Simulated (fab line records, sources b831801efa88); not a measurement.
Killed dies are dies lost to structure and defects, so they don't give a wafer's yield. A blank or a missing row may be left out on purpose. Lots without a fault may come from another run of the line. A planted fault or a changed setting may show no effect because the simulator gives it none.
Which tool did it? | flow sky130 | 24 lots, 72 wafers sampled, at 3 steps of a route of 708

WHAT THE GAUGES READ, wafer by wafer
SKY_FIELD_ISO_BOW_MEAS_00.
lot  | measured    | on            | INCOMING_BOW (um)
L074 | day 1 10:01 | film_metro-02 | 1 10 -3
L075 | day 1 15:01 | film_metro-04 | -3 -2 3
L076 | day 1 20:00 | film_metro-01 | 1 -3 -10
L077 | day 2 01:01 | film_metro-04 | 16 3 8
L078 | day 2 06:00 | film_metro-04 | -1 7 -2
L079 | day 2 11:00 | film_metro-02 | 5 5 4
L080 | day 2 16:00 | film_metro-02 | 10 -5 -3
L081 | day 2 21:00 | film_metro-02 | 5 8 2
L082 | day 3 02:00 | film_metro-02 | 0 4 -3
L083 | day 3 07:01 | film_metro-02 | 5 10 -8
L084 | day 3 12:00 | film_metro-01 | -10 -2 15
L085 | day 3 17:04 | film_metro-04 | -1 -5 -4
L086 | day 3 22:00 | film_metro-01 | 2 0 -4
L087 | day 4 03:00 | film_metro-01 | 2 -3 -1
L088 | day 4 08:02 | film_metro-01 | 5 -9 1
L089 | day 4 13:01 | film_metro-01 | 1 -2 -1
L090 | day 4 18:01 | film_metro-02 | 0 -1 9
L091 | day 4 23:04 | film_metro-02 | -7 5 -7
L092 | day 5 04:02 | film_metro-04 | -13 -2 -5
L093 | day 5 09:02 | film_metro-04 | -7 0 -8
L094 | day 5 14:01 | film_metro-02 | -15 3 0
L095 | day 5 19:01 | film_metro-01 | 2 5 3
L096 | day 6 00:04 | film_metro-04 | -2 5 -1
L097 | day 6 05:00 | film_metro-01 | 3 -15 3

SKY_VIA2_THK_MEAS_23: measures by xrf.
lot  | measured     | on            | VIA2_W_THK (nm)
L074 | day 36 08:15 | film_metro-01 | 418 420 423
L075 | day 36 16:35 | film_metro-01 | 422 421 421
L076 | day 37 22:56 | film_metro-02 | 437 429 431
L077 | day 38 01:04 | film_metro-04 | 438 443 443
L078 | day 38 04:42 | film_metro-04 | 432 436 437
L079 | day 38 04:03 | film_metro-04 | 442 441 438
L080 | day 38 05:07 | film_metro-02 | 428 427 430
L081 | day 38 09:37 | film_metro-01 | 434 425 437
L082 | day 39 00:11 | film_metro-04 | 431 429 427
L083 | day 39 04:17 | film_metro-02 | 437 429 434
L084 | day 39 14:36 | film_metro-01 | 424 429 434
L085 | day 39 14:13 | film_metro-01 | 422 430 431
L086 | day 40 06:55 | film_metro-04 | 440 435 435
L087 | day 41 12:01 | film_metro-02 | 442 437 437
L088 | day 41 12:11 | film_metro-04 | 429 431 431
L089 | day 41 10:36 | film_metro-02 | 439 440 437
L090 | day 41 13:41 | film_metro-02 | 432 434 435
L091 | day 41 15:27 | film_metro-02 | 438 437 433
L092 | day 41 18:02 | film_metro-02 | 429 431 429
L093 | day 41 19:29 | film_metro-01 | 432 426 426
L094 | day 42 08:59 | film_metro-01 | 426 424 422
L095 | day 42 13:53 | film_metro-02 | 435 439 434
L096 | day 42 18:23 | film_metro-02 | 437 441 435
L097 | day 42 20:34 | film_metro-04 | 430 439 431

SKY_METAL3_OVL_MEAS_14.
lot  | measured     | on         | METAL3_OVL (nm)
L074 | day 38 13:08 | overlay-01 | 7 5 9
L075 | day 38 21:44 | overlay-02 | 4 2 4
L076 | day 40 01:41 | overlay-02 | -12 -6 -4
L077 | day 40 02:31 | overlay-02 | -2 -7 4
L078 | day 40 07:22 | overlay-01 | 4 -2 -6
L079 | day 40 06:13 | overlay-02 | 3 7 2
L080 | day 40 07:40 | overlay-01 | 6 0 6
L081 | day 40 11:37 | overlay-02 | 2 -5 -1
L082 | day 41 06:31 | overlay-02 | 12 10 4
L083 | day 41 07:44 | overlay-01 | -6 -10 -14
L084 | day 41 17:14 | overlay-02 | -4 5 -2
L085 | day 41 16:38 | overlay-01 | -2 -2 -8
L086 | day 42 07:38 | overlay-02 | -4 -5 -4
L087 | day 43 11:20 | overlay-01 | 8 11 7
L088 | day 43 11:41 | overlay-01 | 3 -4 -2
L089 | day 43 09:53 | overlay-01 | 6 -1 -1
L090 | day 43 12:02 | overlay-01 | -3 2 2
L091 | day 43 13:23 | overlay-01 | -7 -6 -3
L092 | day 43 16:17 | overlay-02 | -6 0 -1
L093 | day 43 17:16 | overlay-01 | -14 -4 -9
L094 | day 44 06:40 | overlay-02 | -4 -5 -4
L095 | day 44 12:10 | overlay-02 | -2 -2 0
L096 | day 44 16:29 | overlay-01 | 8 -1 3
L097 | day 44 18:28 | overlay-02 | -2 -3 -5

WHICH TOOL RAN EACH LOT (tool, then ch and the chambers of the sampled wafers, then the start)
The record holds no process step before these readings.

WHAT THE TOOLS THEMSELVES READ (means of the sampled wafers that have a number; where no wafer has one, the mark that the record gives instead)
The record holds no such reading with a usual standard deviation.

THE ANSWER, worked out from the rows above alone
Rule: what is usual is taken from the lots themselves. Put in order of their means at a reading, lots are off if they are a third of the lots or fewer, leave a main group of 4 or more, and stand apart from it by a gap of 3 or more times the standard deviation of the main group's means; of several such gaps the widest counts. A main group whose means are all the same, to the digits that the tables above print for the reading, isn't used. A lot without any number at a reading at which 4 lots or more have one is off too. The other lots that the step has rows for count as sound. The gauges are gone through in route order, then the tools' own readings, and for those a lot's mean is taken as printed above. The first step at which some lot is off is used, and at that step the reading that is off furthest; a lot without a number counts as furthest.
No lot is off at any reading shown: from this, nothing can be told.

WHAT THE SIMULATOR HAD PUT IN
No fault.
